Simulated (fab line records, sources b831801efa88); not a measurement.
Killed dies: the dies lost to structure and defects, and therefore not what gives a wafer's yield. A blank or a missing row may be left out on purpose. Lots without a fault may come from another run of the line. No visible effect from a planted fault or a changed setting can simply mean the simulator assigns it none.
The tool behind it: which one? -- flow gf180mcu -- route of 602 steps, sampled at 1 step: 6 lots, 18 wafers

== WHAT THE GAUGES READ, wafer by wafer ==
GF_HV_LDD_OVL_MEAS_32.
lot,measured,on,HV_LDD_02_OVL (nm)
L202,day 12 03:19,overlay-02,-0.1 1.6 0.1
L204,day 13 04:40,overlay-01,0.5 0.8 -2.3
L206,day 13 11:35,overlay-02,1.8 -0.7 1.1
L211,day 15 00:43,overlay-01,0.4 3.1 0.3
L220,day 18 02:31,overlay-02,0.1 0.7 -1.1
L222,day 18 16:11,overlay-01,1.7 1.4 2.1

== WHICH TOOL RAN EACH LOT (tool, then ch and the chambers of the sampled wafers, then the start) ==
There is no process step in the record ahead of these readings.

== THE ANSWER, worked out from the rows above alone ==
Rule: usual is defined by the lots themselves. Put in order of their means at a reading, lots are off if they are a third of the lots or fewer, leave a main group of 4 or more, and stand apart from it by a gap of 3 or more times the standard deviation of the main group's means; of several such gaps the widest counts. A main group is skipped when, at the precision printed for the reading in the tables above, its means are all equal. Also off: a lot with no number at a reading for which 4 or more lots have one. All remaining lots with rows at the step are treated as sound.
None of the lots is off at any reading shown; this tells nothing.

== WHAT THE SIMULATOR HAD PUT IN ==
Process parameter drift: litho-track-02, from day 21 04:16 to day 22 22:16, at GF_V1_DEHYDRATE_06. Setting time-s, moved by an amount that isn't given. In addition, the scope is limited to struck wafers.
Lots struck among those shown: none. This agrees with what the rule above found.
